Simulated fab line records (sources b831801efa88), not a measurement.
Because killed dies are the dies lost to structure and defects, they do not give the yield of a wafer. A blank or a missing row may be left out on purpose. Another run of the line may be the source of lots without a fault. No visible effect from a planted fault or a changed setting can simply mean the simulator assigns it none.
fab line records    flow gf180mcu
[record] lots = 14  wafers = 42  lastDay = 34
route steps=602 shown HV_LDD@194 CONTACT@313 M1@315 V2@384
lots that met no fault: from a run of the same line without faults
startH: start of the lot's first displayed wafer, in hours after the record's first day    waitH: hours from the lot's prior step to this one    " as in the row above    L1.1+2: a row that stands for several wafers    - no value, or no start was given    * or withheld: withheld    < > ~ a bound
route shown NAME@n: names a module that has steps shown in the file, with the first one's number in the route    usual: the fault-free wafers' mean and standard deviation    same: alike in all rows    chamber/n: place in a boat    sites: each site's reading    _std_site: standard deviation of those values    _edge_site: inner sites' mean taken away from outer sites' mean    radiusMm: for every site, how far away it sits from the centre of the wafer    mask NAME#n: copy n    behind: the tool/chamber that last shaped the wafer    hold: why the lot went on hold/how many hours it stayed there/how the hold came to an end    device: transistor that didn't switch, given as n, p or np    end of line: tests run on the same wafers once the route is complete    where a step has no rows: the recipe by itself    killed: at the first sort, the dies lost to defects and structure; wafer yield is something else    map: per-die view of a wafer (x killed, . not killed, _ where there is no die)
set.NAME: the setting as run; set.NAME@STEP: as run at that earlier step    model.NAME: the simulator's own value behind a step, which no gauge read
steps of the route over a sample of lots; a table a step, a row a wafer
services: the hour from which a tool's chamber was out of use, counted from the record's first day as startH (under 0 if before that day), plus the number of hours and why
[[steps]]
[step GF_HV_LDD_DEVELOP_18]
[recipe] developTimeS = 60  devTempC = 23
[usual] chillPlateTempC = 22.99/0.1  developerTempC = 23.01/0.12  exhaustPa = 45.1/0.92
lot.wafer  tool           chamber  startH  waitH  chillPlateTempC  developerTempC  exhaustPa
L336.3     lithoTrack-01  0        234.91  0.1    23.04            23.02           45.5
L336.4     "              0        "       "      23.05            23.09           44.4
L336.6     "              0        "       "      22.97            23.06           43.5
L337.1     lithoTrack-01  0        241.26  0.1    22.75            23.07           44.5
L337.5     "              0        "       "      22.81            22.91           43.7
L337.6     "              0        "       "      22.85            22.84           45.3
L338.2     lithoTrack-01  0        251.38  0.1    23.05            22.92           46.0
L338.3     "              0        "       "      22.86            22.91           45.5
L338.6     "              0        "       "      22.96            22.81           44.0
L339.2     lithoTrack-02  0        256.07  0.1    22.91            22.99           46.2
L339.3     "              0        "       "      23.03            22.92           45.8
L339.5     "              0        "       "      22.99            22.91           46.2
L340.3     lithoTrack-03  0        265.41  0.1    22.91            23.07           45.0
L340.5     "              0        "       "      23.15            22.92           45.2
L340.6     "              0        "       "      22.94            23.00           44.1
L341.2     lithoTrack-01  0        275.73  0.1    23.09            22.88           44.8
L341.3     "              0        "       "      23.10            22.86           46.3
L341.4     "              0        "       "      23.09            23.02           45.4
L346.1     lithoTrack-02  0        315.34  0.1    22.87            23.17           45.0
L346.3     "              0        "       "      22.79            22.90           44.9
L346.6     "              0        "       "      22.92            22.97           43.8
L347.1     lithoTrack-02  0        319.84  0.1    23.07            22.91           44.5
L347.2     "              0        "       "      23.03            22.89           45.7
L347.4     "              0        "       "      22.88            23.08           46.3
L348.2     lithoTrack-01  0        327.23  0.1    23.02            22.97           44.7
L348.3     "              0        "       "      22.91            23.11           45.8
L348.5     "              0        "       "      23.03            23.03           45.6
L350.1     lithoTrack-01  0        342.65  0.1    23.01            23.15           43.8
L350.2     "              0        "       "      23.01            23.14           45.5
L350.6     "              0        "       "      23.10            23.08           44.0
L355.3     lithoTrack-02  0        376.69  0.1    22.89            23.02           46.2
L355.4     "              0        "       "      22.94            23.26           46.1
L355.6     "              0        "       "      22.89            23.09           45.8
L356.2     lithoTrack-01  0        388.63  0.1    22.98            22.26           46.4
L356.3     "              0        "       "      23.06            22.31           44.9
L356.4     "              0        "       "      22.95            22.23           45.9
L357.2     lithoTrack-01  0        394.18  0.1    22.93            22.38           45.1
L357.4     "              0        "       "      22.93            22.42           43.9
L357.6     "              0        "       "      23.08            22.27           44.4
L359.1     lithoTrack-03  0        408.81  0.1    22.89            23.04           46.4
L359.3     "              0        "       "      22.96            23.03           45.4
L359.6     "              0        "       "      23.21            23.02           45.1
[step GF_CONTACT_THK_MEAS_26]
[recipe] thkMeasGauge = xrf  reads = W_of_CONTACT_CVD_24
[usual] CONTACT_W_THK = 293/5
lot.wafer  tool          chamber  startH  waitH  CONTACT_W_THK[nm]
L336.3     filmMetro-02  -        364.53  0.1    287
L336.4     "             -        "       "      289
L336.6     "             -        "       "      293
L337.1     filmMetro-02  -        370.29  0.1    293
L337.5     "             -        "       "      295
L337.6     "             -        "       "      289
L338.2     filmMetro-02  -        383.04  0.1    296
L338.3     "             -        "       "      291
L338.6     "             -        "       "      295
L339.2     filmMetro-02  -        391.52  0.1    291
L339.3     "             -        "       "      287
L339.5     "             -        "       "      285
L340.3     filmMetro-03  -        400.01  0.1    294
L340.5     "             -        "       "      295
L340.6     "             -        "       "      290
L341.2     filmMetro-03  -        412.51  0.1    299
L341.3     "             -        "       "      293
L341.4     "             -        "       "      297
L346.1     filmMetro-03  -        460.08  0.1    301
L346.3     "             -        "       "      303
L346.6     "             -        "       "      299
L347.1     filmMetro-02  -        467.65  0.1    294
L347.2     "             -        "       "      295
L347.4     "             -        "       "      295
L348.2     filmMetro-03  -        474.62  0.1    294
L348.3     "             -        "       "      293
L348.5     "             -        "       "      298
L350.1     filmMetro-03  -        491.64  0.1    292
L350.2     "             -        "       "      289
L350.6     "             -        "       "      287
L355.3     filmMetro-02  -        527.31  0.1    288
L355.4     "             -        "       "      285
L355.6     "             -        "       "      283
L356.2     filmMetro-02  -        538.81  0.1    291
L356.3     "             -        "       "      284
L356.4     "             -        "       "      288
L357.2     filmMetro-03  -        545.16  0.1    295
L357.4     "             -        "       "      292
L357.6     "             -        "       "      295
L359.1     filmMetro-02  -        559.25  0.1    297
L359.3     "             -        "       "      294
L359.6     "             -        "       "      297
[step GF_M1_SPUTTER_00]
[recipe] material = Ti  targetThkNm = 37.5  arrivingIonEnergyEv = 80  substrateTempC = 200  chamberPressurePa = 2  powerW = 4000  timeS = 150
[usual] substrateTempC = 200.00/0.16  throttleValvePct = 29.7/1.2
lot.wafer  tool           chamber  startH  waitH  substrateTempC  throttleValvePct
L336.3     pvdSputter-04  -        364.97  0.2    200.02          29.3
L336.4     "              -        "       "      199.75          30.8
L336.6     "              -        "       "      199.99          29.1
L337.1     pvdSputter-04  -        370.65  0.2    200.13          30.5
L337.5     "              -        "       "      200.12          30.8
L337.6     "              -        "       "      200.16          30.6
L338.2     pvdSputter-01  -        383.39  0.2    199.95          29.5
L338.3     "              -        "       "      200.09          31.2
L338.6     "              -        "       "      199.94          28.9
L339.2     pvdSputter-01  -        391.87  0.1    199.96          29.3
L339.3     "              -        "       "      200.05          28.7
L339.5     "              -        "       "      200.13          30.8
L340.3     pvdSputter-01  -        400.35  0.2    200.16          30.9
L340.5     "              -        "       "      199.82          31.6
L340.6     "              -        "       "      199.99          29.0
L341.2     pvdSputter-04  -        412.86  0.2    200.03          30.8
L341.3     "              -        "       "      200.16          30.2
L341.4     "              -        "       "      199.99          28.8
L346.1     pvdSputter-02  -        460.44  0.2    200.13          29.9
L346.3     "              -        "       "      199.86          31.1
L346.6     "              -        "       "      199.93          27.8
L347.1     pvdSputter-04  -        468.01  0.1    200.05          30.8
L347.2     "              -        "       "      200.11          29.1
L347.4     "              -        "       "      199.91          30.7
L348.2     pvdSputter-01  -        474.97  0.1    200.10          29.3
L348.3     "              -        "       "      200.05          29.1
L348.5     "              -        "       "      199.73          29.0
L350.1     pvdSputter-04  -        492.00  0.1    199.97          30.7
L350.2     "              -        "       "      199.72          30.8
L350.6     "              -        "       "      199.98          30.5
L355.3     pvdSputter-04  -        527.65  0.1    200.14          29.1
L355.4     "              -        "       "      200.18          30.6
L355.6     "              -        "       "      199.83          30.6
L356.2     pvdSputter-01  -        539.16  0.2    199.98          31.3
L356.3     "              -        "       "      200.12          30.5
L356.4     "              -        "       "      199.96          29.0
L357.2     pvdSputter-02  -        545.51  0.1    200.01          30.9
L357.4     "              -        "       "      199.97          29.8
L357.6     "              -        "       "      199.74          31.0
L359.1     pvdSputter-02  -        559.61  0.2    200.05          28.0
L359.3     "              -        "       "      200.06          27.6
L359.6     "              -        "       "      200.32          29.8
[step GF_V2_CVD_02]
[recipe] material = SiO2  targetThkNm = 850  precursor = TEOS  tempC = 400  timeS = 94.851  rfW = 600
[usual] heaterPowerW = 669/91
lot.wafer  tool      chamber  startH  waitH  heaterPowerW
L336.3     pecvd-04  2        437.67  0.0    702
L336.4     "         2        "       "      561
L336.6     "         0        "       "      811
L337.1     pecvd-04  1        445.14  0.1    686
L337.5     "         2        "       "      692
L337.6     "         0        "       "      790
L338.2     pecvd-04  0        458.89  0.0    774
L338.3     "         2        "       "      706
L338.6     "         1        "       "      596
L339.2     pecvd-04  0        468.03  0.0    706
L339.3     "         2        "       "      659
L339.5     "         2        "       "      704
L340.3     pecvd-01  0        476.60  0.0    575
L340.5     "         2        "       "      705
L340.6     "         0        "       "      455
L341.2     pecvd-01  0        488.26  0.0    482
L341.3     "         2        "       "      719
L341.4     "         0        "       "      524
L346.1     pecvd-02  2        537.25  0.1    658
L346.3     "         1        "       "      648
L346.6     "         1        "       "      519
L347.1     pecvd-01  1        543.52  0.1    633
L347.2     "         0        "       "      588
L347.4     "         0        "       "      453
L348.2     pecvd-04  0        549.16  0.0    823
L348.3     "         2        "       "      601
L348.5     "         0        "       "      664
L350.1     pecvd-02  0        565.14  0.1    847
L350.2     "         1        "       "      548
L350.6     "         0        "       "      673
L355.3     pecvd-02  0        597.86  0.0    842
L355.4     "         2        "       "      566
L355.6     "         0        "       "      679
L356.2     pecvd-04  1        609.65  0.0    713
L356.3     "         2        "       "      749
L356.4     "         0        "       "      663
L357.2     pecvd-04  1        615.79  0.0    645
L357.4     "         0        "       "      672
L357.6     "         1        "       "      692
L359.1     pecvd-04  1        627.49  0.1    700
L359.3     "         2        "       "      731
L359.6     "         0        "       "      816
[[services]]
tool           chamber  startH  hours  kind
pecvd-01       -        236.11  4.3    pm
pvdSputter-04  -        255.23  6.9    repair
pvdSputter-04  -        298.26  1.3    repair
pvdSputter-02  -        300.30  7.3    repair
pvdSputter-02  -        315.19  7.8    repair
pvdSputter-02  -        351.82  0.6    repair
pecvd-01       -        368.88  14.0   pm
pvdSputter-01  -        370.32  5.0    repair
pecvd-02       -        403.00  2.8    pm
pecvd-02       -        418.80  0.6    repair
pecvd-02       -        463.55  19.2   repair
pecvd-02       -        470.28  0.6    repair
pecvd-01       0        501.28  3.9    repair
pecvd-02       -        520.97  1.1    repair
pecvd-04       -        525.91  14.6   pm
pvdSputter-02  -        553.64  2.9    repair
pvdSputter-04  -        560.63  0.9    repair
pvdSputter-01  -        590.01  0.7    repair
pecvd-04       -        591.12  14.0   pm
pecvd-04       0        591.12  14.0   ventCycle
pecvd-04       1        591.12  14.0   ventCycle
pecvd-04       2        591.12  14.0   ventCycle
pecvd-04       0        605.12  -      clean
pecvd-04       1        605.12  -      clean
[[key]]
[firstSign] step = GF_HV_LDD_DEVELOP_18  reading = developerTempC  direction = down  sigmas = 6  usual = *  struck = *
effect none on later readings
metAt GF_HV_LDD_DEVELOP_18
struckLots L356,L357
testerLeftOut L356,L357
notActingAt GF_CONTACT_THK_MEAS_26,GF_M1_SPUTTER_00,GF_V2_CVD_02
onsetBetween 342.65 388.63
[fault] kind = processParameterDrift  tool = lithoTrack-01  chamber = -  onsetH = 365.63  steps = GF_HV_LDD_DEVELOP_18  channel = devTempC  offset = *  shape = step  endH = 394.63  actsIn = *  stated = *
// testerLeftOut: of these lots the tester's yield and bins aren't shown, on N5 and GAA mostly nor the transistor test; their killed dies are dies lost to structure and defects alone, not to doping, threshold or leakage, so they don't give the yield
